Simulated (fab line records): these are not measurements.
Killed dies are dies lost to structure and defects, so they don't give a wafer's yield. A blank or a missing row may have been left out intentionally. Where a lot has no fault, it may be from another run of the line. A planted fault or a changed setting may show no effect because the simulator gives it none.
Matching of chambers / flow gf180mcu / cmp-02 running GF_V3_CMP_26: 4 sister chambers
The step polishes, stops on SiO2, t overpolish 15 s, target thk 0 nm. 8 wafers are shown with their chamber, then 8 later ones without.

## WAFERS WITH THEIR CHAMBER
wafer=L875.1; chamber=0; motorCurrentA (A)=14.7; timeToEndpointS (s)=85
wafer=L878.1; chamber=3; motorCurrentA (A)=14.2; timeToEndpointS (s)=86
wafer=L878.4; chamber=2; motorCurrentA (A)=12.5; timeToEndpointS (s)=86
wafer=L878.5; chamber=2; motorCurrentA (A)=12.4; timeToEndpointS (s)=82
wafer=L879.1; chamber=1; motorCurrentA (A)=11.8; timeToEndpointS (s)=85
wafer=L879.2; chamber=0; motorCurrentA (A)=14.0; timeToEndpointS (s)=83
wafer=L879.3; chamber=3; motorCurrentA (A)=13.9; timeToEndpointS (s)=88
wafer=L881.1; chamber=1; motorCurrentA (A)=12.2; timeToEndpointS (s)=87

## WAFERS WITH NO CHAMBER GIVEN
wafer=L881.2; motorCurrentA (A)=14.3; timeToEndpointS (s)=86
wafer=L881.5; motorCurrentA (A)=13.5; timeToEndpointS (s)=87
wafer=L894.2; motorCurrentA (A)=14.0; timeToEndpointS (s)=82
wafer=L894.4; motorCurrentA (A)=12.3; timeToEndpointS (s)=85
wafer=L894.5; motorCurrentA (A)=14.3; timeToEndpointS (s)=82
wafer=L896.4; motorCurrentA (A)=12.8; timeToEndpointS (s)=86
wafer=L896.5; motorCurrentA (A)=14.5; timeToEndpointS (s)=88
wafer=L896.6; motorCurrentA (A)=14.1; timeToEndpointS (s)=88

## WHICH CHAMBER EACH WENT THROUGH
wafer=L881.2; from the rows above=can't be placed: 3 or 0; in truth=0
wafer=L881.5; from the rows above=can't be placed: 3 or 0 or 2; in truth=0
wafer=L894.2; from the rows above=can't be placed: 0 or 3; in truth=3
wafer=L894.4; from the rows above=can't be placed: 2 or 1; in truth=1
wafer=L894.5; from the rows above=can't be placed: 0 or 3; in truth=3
wafer=L896.4; from the rows above=can't be placed: 2 or 1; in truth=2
wafer=L896.5; from the rows above=can't be placed: 3 or 0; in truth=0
wafer=L896.6; from the rows above=can't be placed: 3 or 0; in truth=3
Correctly placed: 0 of 8. These rows do not allow placing 8 (true chamber among the candidates in 8). 0 placed wrongly.
How it was worked out, from the rows above alone: a wafer's distance from a chamber is the root of the sum, over the readings, of the square of ((its reading less the chamber's mean) divided by the reading's scatter). The wafer belongs to the nearest chamber; if the next one is less than 2 further off, it can't be placed. Each chamber's mean is taken over the wafers shown for it. The scatter: take each reading less its chamber's mean, square it, sum over the shown wafers, divide by the number of wafers less the number of chambers, and take the root.
